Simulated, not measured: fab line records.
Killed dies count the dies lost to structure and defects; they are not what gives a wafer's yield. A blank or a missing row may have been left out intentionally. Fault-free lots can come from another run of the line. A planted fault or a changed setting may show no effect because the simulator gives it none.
Which tool was responsible? + flow gf180mcu + 24 lots with 72 wafers sampled at 6 steps, on a route of 602 steps

WHAT THE GAUGES READ, wafer by wafer
GF_HV_LDD_CD_MEAS_07: target cd 400 nm. Usual: cd nm 400.6 nm, standard deviation 2.9.
| lot  | measured     | on        | cd nm (nm)        | flag |
|------|--------------|-----------|-------------------|------|
| L074 | day 10 04:54 | cd sem-02 | 397.7 397.3 399.9 |      |
| L075 | day 10 08:10 | cd sem-02 | 399.8 401.6 399.0 |      |
| L076 | day 10 18:07 | cd sem-01 | 396.7 397.8 397.6 |      |
| L077 | day 10 21:37 | cd sem-01 | 395.8 397.8 394.1 |      |
| L078 | day 11 05:19 | cd sem-01 | 397.0 397.4 397.1 |      |
| L079 | day 11 13:07 | cd sem-02 | 401.7 396.8 399.9 |      |
| L080 | day 11 18:55 | cd sem-02 | 400.7 401.9 400.9 |      |
| L081 | day 12 05:26 | cd sem-02 | 395.8 395.6 394.4 |      |
| L082 | day 12 15:24 | cd sem-01 | 403.5 404.9 403.6 |      |
| L083 | day 12 21:38 | cd sem-01 | 402.7 400.8 402.7 |      |
| L084 | day 13 00:01 | cd sem-02 | 397.2 398.8 398.6 |      |
| L085 | day 13 09:48 | cd sem-02 | 397.3 402.2 402.3 |      |
| L086 | day 13 19:33 | cd sem-02 | 404.8 404.4 401.7 |      |
| L087 | day 13 21:21 | cd sem-02 | 401.5 404.8 403.2 |      |
| L088 | day 14 11:18 | cd sem-01 | 398.7 401.8 402.4 |      |
| L089 | day 14 16:41 | cd sem-01 | 399.0 399.5 401.3 |      |
| L090 | day 15 05:43 | cd sem-01 | 397.6 397.8 396.9 |      |
| L091 | day 15 05:47 | cd sem-02 | 402.8 403.4 403.6 |      |
| L092 | day 15 13:08 | cd sem-02 | 402.9 404.0 403.1 |      |
| L093 | day 15 18:53 | cd sem-01 | 399.8 399.8 399.7 |      |
| L094 | day 16 05:12 | cd sem-02 | 404.6 402.9 404.9 |      |
| L095 | day 16 11:12 | cd sem-02 | 394.7 398.3 397.7 |      |
| L096 | day 16 19:01 | cd sem-02 | 405.1 403.1 405.2 |      |
| L097 | day 17 00:43 | cd sem-02 | 403.5 403.6 403.2 |      |

GF_CONTACT_OVL_MEAS_15. Usual: CONTACT_OVL gives -1 nm (standard deviation 5.7).
| lot  | measured     | on         | CONTACT_OVL (nm) | flag |
|------|--------------|------------|------------------|------|
| L074 | day 16 08:14 | overlay-01 | 7 6 -7           |      |
| L075 | day 16 11:46 | overlay-01 | 9 4 9            |      |
| L076 | day 16 23:56 | overlay-01 | 6 5 7            |      |
| L077 | day 17 04:20 | overlay-01 | -1 3 0           |      |
| L078 | day 17 12:59 | overlay-02 | -5 -6 -4         |      |
| L079 | day 17 22:34 | overlay-02 | 0 3 -2           |      |
| L080 | day 18 07:02 | overlay-02 | -13 -6 -3        |      |
| L081 | day 18 21:17 | overlay-02 | -6 2 -4          |      |
| L082 | day 19 08:41 | overlay-01 | -4 -5 -10        |      |
| L083 | day 19 15:11 | overlay-01 | -7 -8 -9         |      |
| L084 | day 19 20:44 | overlay-02 | -10 -5 -8        |      |
| L085 | day 20 07:34 | overlay-02 | -4 -3 1          |      |
| L086 | day 20 17:28 | overlay-02 | -3 -5 3          |      |
| L087 | day 20 20:46 | overlay-02 | 2 -2 -6          |      |
| L088 | day 21 12:11 | overlay-01 | -2 -1 -1         |      |
| L089 | day 21 18:56 | overlay-02 | 2 4 -4           |      |
| L090 | day 22 06:14 | overlay-02 | 5 5 0            |      |
| L091 | day 22 08:41 | overlay-02 | 2 -3 -5          |      |
| L092 | day 22 17:35 | overlay-01 | 0 1 -4           |      |
| L093 | day 22 22:04 | overlay-01 | 3 -1 13          |      |
| L094 | day 23 08:55 | overlay-01 | 2 1 1            |      |
| L095 | day 23 14:49 | overlay-01 | -12 -10 -6       |      |
| L096 | day 23 23:32 | overlay-02 | -4 -1 -6         |      |
| L097 | day 24 04:55 | overlay-02 | 2 3 1            |      |

GF_M3_OVL_MEAS_15. Usual: M3_OVL gives -1 nm (standard deviation 5.8).
| lot  | measured     | on         | M3_OVL (nm) | flag |
|------|--------------|------------|-------------|------|
| L074 | day 21 14:29 | overlay-01 | 4 1 -1      |      |
| L075 | day 21 17:40 | overlay-01 | 1 3 -3      |      |
| L076 | day 22 06:14 | overlay-01 | -22 -9 -11  |      |
| L077 | day 22 11:38 | overlay-01 | -11 -8 -5   |      |
| L078 | day 22 18:36 | overlay-01 | 0 -3 0      |      |
| L079 | day 23 05:25 | overlay-01 | 3 1 2       |      |
| L080 | day 23 15:06 | overlay-01 | 14 0 11     |      |
| L081 | day 24 02:18 | overlay-01 | 3 3 5       |      |
| L082 | day 24 15:22 | overlay-02 | 0 -4 0      |      |
| L083 | day 24 17:33 | overlay-01 | -5 -2 -2    |      |
| L084 | day 25 01:02 | overlay-02 | -6 -6 -6    |      |
| L085 | day 25 10:55 | overlay-02 | 7 4 0       |      |
| L086 | day 25 19:25 | overlay-01 | -5 12 0     |      |
| L087 | day 25 22:37 | overlay-01 | -1 -3 3     |      |
| L088 | day 26 11:04 | overlay-01 | -7 -8 -7    |      |
| L089 | day 26 16:47 | overlay-02 | -5 -3 -8    |      |
| L090 | day 27 02:35 | overlay-01 | -8 3 -7     |      |
| L091 | day 27 05:38 | overlay-02 | 1 0 -5      |      |
| L092 | day 27 12:02 | overlay-02 | -5 -8 -5    |      |
| L093 | day 27 16:20 | overlay-01 | 9 0 -2      |      |
| L094 | day 28 00:58 | overlay-02 | 13 7 4      |      |
| L095 | day 28 07:04 | overlay-02 | -1 4 -4     |      |
| L096 | day 28 16:02 | overlay-01 | -11 -10 -1  |      |
| L097 | day 28 19:35 | overlay-01 | -1 -3 -3    |      |

WHAT TOOL EACH LOT RAN ON (gives the tool, then ch and the chambers of the sampled wafers, and finally the start)
| lot  | GF_HV_LDD_STRIP_49                   | GF_M2_SPUTTER_03             | GF_M3_SPUTTER_03             |
|------|--------------------------------------|------------------------------|------------------------------|
| L074 | plasma asher-01 ch 0,1, day 12 13:50 | pvd sputter-01, day 18 10:49 | pvd sputter-02, day 20 14:34 |
| L075 | plasma asher-02 ch 0,1, day 12 17:37 | pvd sputter-02, day 18 14:36 | pvd sputter-03, day 20 18:04 |
| L076 | plasma asher-02 ch 0,1, day 13 04:40 | pvd sputter-04, day 19 03:25 | pvd sputter-02, day 21 06:52 |
| L077 | plasma asher-03 ch 0,1, day 13 08:46 | pvd sputter-01, day 19 08:22 | pvd sputter-01, day 21 12:25 |
| L078 | plasma asher-01 ch 0,1, day 13 16:37 | pvd sputter-02, day 19 16:50 | pvd sputter-03, day 21 19:34 |
| L079 | plasma asher-02 ch 1, day 14 01:16   | pvd sputter-01, day 20 03:05 | pvd sputter-02, day 22 06:05 |
| L080 | plasma asher-02 ch 0,1, day 14 08:10 | pvd sputter-02, day 20 12:40 | pvd sputter-02, day 22 15:55 |
| L081 | plasma asher-01 ch 0,1, day 14 19:59 | pvd sputter-01, day 21 02:26 | pvd sputter-02, day 23 04:28 |
| L082 | plasma asher-01 ch 1, day 15 06:58   | pvd sputter-04, day 21 13:55 | pvd sputter-01, day 23 16:21 |
| L083 | plasma asher-03 ch 0,1, day 15 13:07 | pvd sputter-02, day 21 19:12 | pvd sputter-02, day 23 19:20 |
| L084 | plasma asher-03 ch 0,1, day 15 16:14 | pvd sputter-01, day 22 01:19 | pvd sputter-02, day 24 02:44 |
| L085 | plasma asher-02 ch 0,1, day 16 03:31 | pvd sputter-04, day 22 12:36 | pvd sputter-02, day 24 13:38 |
| L086 | plasma asher-02 ch 0,1, day 16 12:49 | pvd sputter-01, day 22 21:26 | pvd sputter-02, day 24 22:22 |
| L087 | plasma asher-01 ch 0,1, day 16 14:28 | pvd sputter-01, day 23 01:47 | pvd sputter-03, day 25 01:47 |
| L088 | plasma asher-01 ch 0,1, day 17 05:50 | pvd sputter-01, day 23 15:06 | pvd sputter-02, day 25 13:50 |
| L089 | plasma asher-01 ch 0,1, day 17 13:05 | pvd sputter-02, day 23 22:03 | pvd sputter-02, day 25 19:58 |
| L090 | plasma asher-01 ch 1, day 18 01:49   | pvd sputter-01, day 24 07:42 | pvd sputter-01, day 26 06:07 |
| L091 | plasma asher-01 ch 0,1, day 18 02:32 | pvd sputter-01, day 24 11:46 | pvd sputter-03, day 26 08:58 |
| L092 | plasma asher-02 ch 0,1, day 18 10:08 | pvd sputter-01, day 24 18:08 | pvd sputter-01, day 26 16:28 |
| L093 | plasma asher-01 ch 0,1, day 18 16:28 | pvd sputter-01, day 24 23:10 | pvd sputter-02, day 26 20:12 |
| L094 | plasma asher-01 ch 0,1, day 19 04:16 | pvd sputter-02, day 25 08:49 | pvd sputter-02, day 27 05:19 |
| L095 | plasma asher-01 ch 0, day 19 10:07   | pvd sputter-01, day 25 14:17 | pvd sputter-01, day 27 11:53 |
| L096 | plasma asher-01 ch 0,1, day 19 19:52 | pvd sputter-01, day 25 23:59 | pvd sputter-02, day 27 20:46 |
| L097 | plasma asher-02 ch 0,1, day 20 00:52 | pvd sputter-01, day 26 04:43 | pvd sputter-01, day 28 00:01 |
- GF_HV_LDD_STRIP_49: strips in O2/N2.
- GF_M2_SPUTTER_03: material Ti, target thk 10 nm, time 6.7 s.
- GF_M3_SPUTTER_03: material Ti, target thk 10 nm, time 6.7 s.

WHAT THE TOOLS THEMSELVES READ (means of the sampled wafers that have a number; where no wafer has one, the mark that the record gives instead)
GF_HV_LDD_STRIP_49. Usual: drypump motor current A 5.5 A, standard deviation 0.35; heater power w 353 W, standard deviation 28; oes product au 0.716 a.u., standard deviation 0.0047; strip time to endpoint s 12.63 s, standard deviation 0.043.
| lot  | tool            | drypump motor current A (A) | heater power w (W) | oes product au (a.u.) | strip time to endpoint s (s) | flag |
|------|-----------------|-----------------------------|--------------------|-----------------------|------------------------------|------|
| L074 | plasma asher-01 | 5.2                         | 354                | 0.712                 | 12.63                        |      |
| L075 | plasma asher-02 | 5.9                         | 363                | 0.719                 | 12.54                        |      |
| L076 | plasma asher-02 | 5.6                         | 359                | 0.710                 | 12.66                        |      |
| L077 | plasma asher-03 | 5.5                         | 379                | 0.717                 | 12.62                        |      |
| L078 | plasma asher-01 | 5.3                         | 344                | 0.718                 | 12.60                        |      |
| L079 | plasma asher-02 | 5.3                         | 358                | 0.717                 | 12.64                        |      |
| L080 | plasma asher-02 | 5.9                         | 359                | 0.717                 | 12.61                        |      |
| L081 | plasma asher-01 | 5.3                         | 356                | 0.715                 | 12.62                        |      |
| L082 | plasma asher-01 | 5.2                         | 358                | 0.715                 | 12.59                        |      |
| L083 | plasma asher-03 | 5.5                         | 378                | 0.719                 | 12.66                        |      |
| L084 | plasma asher-03 | 5.6                         | 335                | 0.716                 | 12.62                        |      |
| L085 | plasma asher-02 | 5.9                         | 358                | 0.719                 | 12.62                        |      |
| L086 | plasma asher-02 | 5.6                         | 359                | 0.716                 | 12.62                        |      |
| L087 | plasma asher-01 | 5.3                         | 345                | 0.715                 | 12.64                        |      |
| L088 | plasma asher-01 | 5.2                         | 354                | 0.716                 | 12.69                        |      |
| L089 | plasma asher-01 | 5.2                         | 345                | 0.710                 | 12.67                        |      |
| L090 | plasma asher-01 | 5.2                         | 362                | 0.715                 | 12.69                        |      |
| L091 | plasma asher-01 | 5.3                         | 344                | 0.718                 | 12.61                        |      |
| L092 | plasma asher-02 | 5.6                         | 370                | 0.712                 | 12.64                        |      |
| L093 | plasma asher-01 | 5.2                         | 349                | 0.719                 | 12.62                        |      |
| L094 | plasma asher-01 | 5.3                         | 357                | 0.717                 | 12.60                        |      |
| L095 | plasma asher-01 | 5.4                         | 332                | 0.721                 | 12.72                        |      |
| L096 | plasma asher-01 | 5.3                         | 344                | 0.719                 | 12.59                        |      |
| L097 | plasma asher-02 | 5.6                         | 359                | 0.720                 | 12.58                        |      |

GF_M2_SPUTTER_03. Usual: throttle valve pct 30.2 %, standard deviation 1.
| lot  | tool           | throttle valve pct (%) | flag |
|------|----------------|------------------------|------|
| L074 | pvd sputter-01 | 31.0                   |      |
| L075 | pvd sputter-02 | 30.1                   |      |
| L076 | pvd sputter-04 | 28.7                   |      |
| L077 | pvd sputter-01 | 30.1                   |      |
| L078 | pvd sputter-02 | 30.1                   |      |
| L079 | pvd sputter-01 | 29.9                   |      |
| L080 | pvd sputter-02 | 29.7                   |      |
| L081 | pvd sputter-01 | 31.2                   |      |
| L082 | pvd sputter-04 | 29.1                   |      |
| L083 | pvd sputter-02 | 29.3                   |      |
| L084 | pvd sputter-01 | 30.8                   |      |
| L085 | pvd sputter-04 | 29.1                   |      |
| L086 | pvd sputter-01 | 30.6                   |      |
| L087 | pvd sputter-01 | 30.8                   |      |
| L088 | pvd sputter-01 | 30.8                   |      |
| L089 | pvd sputter-02 | 29.7                   |      |
| L090 | pvd sputter-01 | 30.1                   |      |
| L091 | pvd sputter-01 | 30.9                   |      |
| L092 | pvd sputter-01 | 30.8                   |      |
| L093 | pvd sputter-01 | 30.5                   |      |
| L094 | pvd sputter-02 | 29.8                   |      |
| L095 | pvd sputter-01 | 29.8                   |      |
| L096 | pvd sputter-01 | 31.2                   |      |
| L097 | pvd sputter-01 | 31.1                   |      |

GF_M3_SPUTTER_03. Usual: throttle valve pct 30.1 %, standard deviation 0.95.
| lot  | tool           | throttle valve pct (%) | flag |
|------|----------------|------------------------|------|
| L074 | pvd sputter-02 | 29.6                   |      |
| L075 | pvd sputter-03 | 29.0                   |      |
| L076 | pvd sputter-02 | 30.2                   |      |
| L077 | pvd sputter-01 | 31.4                   |      |
| L078 | pvd sputter-03 | 29.6                   |      |
| L079 | pvd sputter-02 | 30.2                   |      |
| L080 | pvd sputter-02 | 29.8                   |      |
| L081 | pvd sputter-02 | 29.4                   |      |
| L082 | pvd sputter-01 | 30.6                   |      |
| L083 | pvd sputter-02 | 30.3                   |      |
| L084 | pvd sputter-02 | 30.3                   |      |
| L085 | pvd sputter-02 | 29.4                   |      |
| L086 | pvd sputter-02 | 30.1                   |      |
| L087 | pvd sputter-03 | 30.1                   |      |
| L088 | pvd sputter-02 | 30.0                   |      |
| L089 | pvd sputter-02 | 30.4                   |      |
| L090 | pvd sputter-01 | 29.8                   |      |
| L091 | pvd sputter-03 | 29.5                   |      |
| L092 | pvd sputter-01 | 31.1                   |      |
| L093 | pvd sputter-02 | 30.3                   |      |
| L094 | pvd sputter-02 | 30.1                   |      |
| L095 | pvd sputter-01 | 31.4                   |      |
| L096 | pvd sputter-02 | 30.5                   |      |
| L097 | pvd sputter-01 | 30.4                   |      |

THE ANSWER, worked out from the rows above alone
Rule: take the mean of a lot's wafers that have a number; if it is more than 3 standard deviations from the usual mean, the lot is off. A lot without any number at a reading at which 4 lots or more have one is off too. The other lots that the step has rows for count as sound. Order of review: gauges by route order, followed by the tools' own readings, for which a lot's mean as printed above is used. The first step at which some lot is off is used, and at that step the reading that is off furthest; a lot without a number counts as furthest.
Across all readings shown, no lot is off: no conclusion can be drawn from this.

WHAT WAS PUT IN BY THE SIMULATOR
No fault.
